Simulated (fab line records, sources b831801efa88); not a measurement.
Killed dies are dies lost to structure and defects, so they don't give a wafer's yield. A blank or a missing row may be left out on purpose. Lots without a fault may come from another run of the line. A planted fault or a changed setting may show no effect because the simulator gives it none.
Which tool did it? | flow gf180mcu | 13 lots, 39 wafers sampled, at 5 steps of a route of 602

WHAT THE GAUGES READ, wafer by wafer
GF_V4_RS_MEAS_24: measures by four-point-probe. Usual: V4_W_RS 0.329 ohm/sq, standard deviation 0.0043.
lot  | measured     | on            | V4_W_RS (ohm/sq)  | flag
L611 | day 24 15:59 | film_metro-03 | 0.334 0.332 0.332 |
L612 | day 25 07:29 | film_metro-01 | 0.331 0.325 0.325 |
L613 | day 25 13:26 | film_metro-04 | 0.324 0.324 0.324 |
L614 | day 25 22:10 | film_metro-03 | 0.333 0.331 0.332 |
L615 | day 26 04:17 | film_metro-04 | 0.327 0.340 0.329 |
L616 | day 26 17:01 | film_metro-01 | 0.323 0.330 0.323 |
L617 | day 26 20:40 | film_metro-04 | 0.327 0.337 0.327 |
L618 | day 27 14:28 | film_metro-01 | 0.329 0.329 0.330 |
L622 | day 28 09:49 | film_metro-03 | 0.332 0.330 0.328 |
L625 | day 29 14:23 | film_metro-01 | 0.336 0.337 0.338 |
L628 | day 30 04:19 | film_metro-01 | 0.332 0.336 0.329 |
L633 | day 31 10:51 | film_metro-03 | 0.324 0.334 0.324 |
L634 | day 31 16:11 | film_metro-04 | 0.330 0.330 0.335 |

GF_MIM_THK_MEAS_06. Usual: MIM_CVD_05_THK 42.1 nm, standard deviation 0.62.
lot  | measured     | on            | MIM_CVD_05_THK (nm)           | flag
L611 | day 24 16:43 | film_metro-03 | 42.5 41.8 42.6                |
L612 | day 25 08:13 | film_metro-03 | 43.0 42.6 43.2                |
L613 | day 25 14:10 | film_metro-02 | 41.9 41.9 42.5                |
L614 | day 25 22:54 | film_metro-04 | 42.0 41.6 42.3                |
L615 | day 26 05:01 | film_metro-03 | 41.9 42.6 43.1                |
L616 | day 26 17:45 | film_metro-02 | 41.5 41.7 42.8                |
L617 | day 26 21:23 | film_metro-02 | 42.0 42.5 43.3                |
L618 | day 27 15:11 | film_metro-04 | 41.8 40.9 40.9                |
L622 | day 28 10:58 | film_metro-02 | 58.1 58.0 58.9 58.1 58.0 58.9 | OFF
L625 | day 29 15:07 | film_metro-04 | 56.9 57.3 58.6 56.9 57.3 58.6 | OFF
L628 | day 30 05:02 | film_metro-04 | 41.3 42.4 42.2                |
L633 | day 31 11:35 | film_metro-03 | 43.2 41.7 42.4                |
L634 | day 31 16:55 | film_metro-03 | 42.5 41.3 42.4                |

GF_MIM_RS_MEAS_10: measures by four-point-probe. Usual: MIM_ALCU_RS 0.1616 ohm/sq, standard deviation 0.0022.
lot  | measured     | on            | MIM_ALCU_RS (ohm/sq) | flag
L611 | day 24 16:53 | film_metro-02 | 0.1603 0.1567 0.1602 |
L612 | day 25 08:23 | film_metro-02 | 0.1639 0.1620 0.1629 |
L613 | day 25 14:20 | film_metro-02 | 0.1609 0.1588 0.1578 |
L614 | day 25 23:04 | film_metro-03 | 0.1616 0.1611 0.1644 |
L615 | day 26 05:12 | film_metro-02 | 0.1596 0.1608 0.1603 |
L616 | day 26 17:56 | film_metro-03 | 0.1581 0.1581 0.1596 |
L617 | day 26 21:33 | film_metro-02 | 0.1626 0.1618 0.1630 |
L618 | day 27 15:22 | film_metro-03 | 0.1600 0.1582 0.1595 |
L622 | day 28 12:29 | film_metro-03 | 0.1623 0.1628 0.1654 |
L625 | day 29 18:42 | film_metro-03 | 0.1600 0.1618 0.1607 |
L628 | day 30 05:13 | film_metro-02 | 0.1608 0.1628 0.1607 |
L633 | day 31 11:45 | film_metro-02 | 0.1602 0.1595 0.1587 |
L634 | day 31 17:05 | film_metro-03 | 0.1617 0.1603 0.1615 |

WHICH TOOL RAN EACH LOT (tool, then ch and the chambers of the sampled wafers, then the start)
lot  | GF_V4_ETCH_17                                 | GF_MIM_CVD_05
L611 | rie_diel-01 ch 1,2,3, day 24 15:59 or earlier | pecvd-02 ch 1,2, day 24 16:40
L612 | rie_diel-03 ch 1,3, day 25 07:29 or earlier   | pecvd-02 ch 0,1,2, day 25 08:11
L613 | rie_diel-03 ch 0,1,3, day 25 13:26 or earlier | pecvd-02 ch 0,1,2, day 25 14:07
L614 | rie_diel-01 ch 0,1,3, day 25 22:10 or earlier | pecvd-03 ch 0,2, day 25 22:51
L615 | rie_diel-01 ch 0,2,3, day 26 04:17 or earlier | pecvd-03 ch 0,1,2, day 26 04:59
L616 | rie_diel-04 ch 0,1,2, day 26 17:01 or earlier | pecvd-01 ch 0,1,2, day 26 17:42
L617 | rie_diel-03 ch 0,1, day 26 20:40 or earlier   | pecvd-03 ch 0,2, day 26 21:22
L618 | rie_diel-04 ch 0,2,3, day 27 14:28 or earlier | pecvd-02 ch 0,1,2, day 27 15:10
L622 | rie_diel-03 ch 2,3, day 28 09:49 or earlier   | pecvd-03 ch 1,2, day 28 10:55
L625 | rie_diel-01 ch 0,1,3, day 29 14:23 or earlier | pecvd-03 ch 0,1,2, day 29 15:04
L628 | rie_diel-03 ch 1,2,3, day 30 04:19 or earlier | pecvd-02 ch 0,1,2, day 30 05:00
L633 | rie_diel-01 ch 2,3, day 31 10:51 or earlier   | pecvd-02 ch 0,1, day 31 11:32
L634 | rie_diel-04 ch 2,3, day 31 16:11 or earlier   | pecvd-02 ch 0,1,2, day 31 16:52
- GF_V4_ETCH_17: etches SiO2 in C4F8/O2/Ar, stops on TiN, target depth 630 nm.
- GF_MIM_CVD_05: deposits Si3N4, target thk 42 nm, time 29.086 s.

WHAT THE TOOLS THEMSELVES READ (means of the sampled wafers that have a number; where no wafer has one, the mark that the record gives instead)
GF_V4_ETCH_17. Usual: oes_product_au 0.857 a.u., standard deviation 0.005.
lot  | tool        | oes_product_au (a.u.) | flag
L611 | rie_diel-01 | 0.856                 |
L612 | rie_diel-03 | 0.858                 |
L613 | rie_diel-03 | 0.857                 |
L614 | rie_diel-01 | 0.853                 |
L615 | rie_diel-01 | 0.856                 |
L616 | rie_diel-04 | 0.855                 |
L617 | rie_diel-03 | 0.851                 |
L618 | rie_diel-04 | 0.859                 |
L622 | rie_diel-03 | 0.855                 |
L625 | rie_diel-01 | 0.861                 |
L628 | rie_diel-03 | 0.856                 |
L633 | rie_diel-01 | 0.857                 |
L634 | rie_diel-04 | 0.858                 |

GF_MIM_CVD_05. Usual: heater_power_w 695 W, standard deviation 81.
lot  | tool     | heater_power_w (W) | flag
L611 | pecvd-02 | 710                |
L612 | pecvd-02 | 731                |
L613 | pecvd-02 | 763                |
L614 | pecvd-03 | 706                |
L615 | pecvd-03 | 753                |
L616 | pecvd-01 | 623                |
L617 | pecvd-03 | 670                |
L618 | pecvd-02 | 701                |
L622 | pecvd-03 | 701                |
L625 | pecvd-03 | 737                |
L628 | pecvd-02 | 701                |
L633 | pecvd-02 | 750                |
L634 | pecvd-02 | 734                |

THE ANSWER, worked out from the rows above alone
Rule: a lot is off if the mean of its wafers that have a number lies more than 3 standard deviations from the usual mean. A lot without any number at a reading at which 4 lots or more have one is off too. The other lots that the step has rows for count as sound. The gauges are gone through in route order, then the tools' own readings, and for those a lot's mean is taken as printed above. The first step at which some lot is off is used, and at that step the reading that is off furthest; a lot without a number counts as furthest.
Off: L622, L625, at GF_MIM_THK_MEAS_06 (MIM_CVD_05_THK).
A tool fits if, at a process step before that reading, it ran every lot that is off, and no sound lot after the first of them. The gauges at GF_MIM_THK_MEAS_06 are tried like those tools. GF_V4_ETCH_17 gives no start for some lots, so the hours and the order of its lots are those of GF_V4_RS_MEAS_24. One fits: pecvd-03 at GF_MIM_CVD_05. Its last sound lot is L617 (day 26 21:22), its first lot that is off L622 (day 28 10:55): a fault that began between those two fits.

WHAT THE SIMULATOR HAD PUT IN
Process parameter drift: pecvd-03, from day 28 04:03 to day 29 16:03, at GF_MIM_CVD_05. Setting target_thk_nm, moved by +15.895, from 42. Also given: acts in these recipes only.
Lots struck among those shown: L622, L625. The rule above found the same.
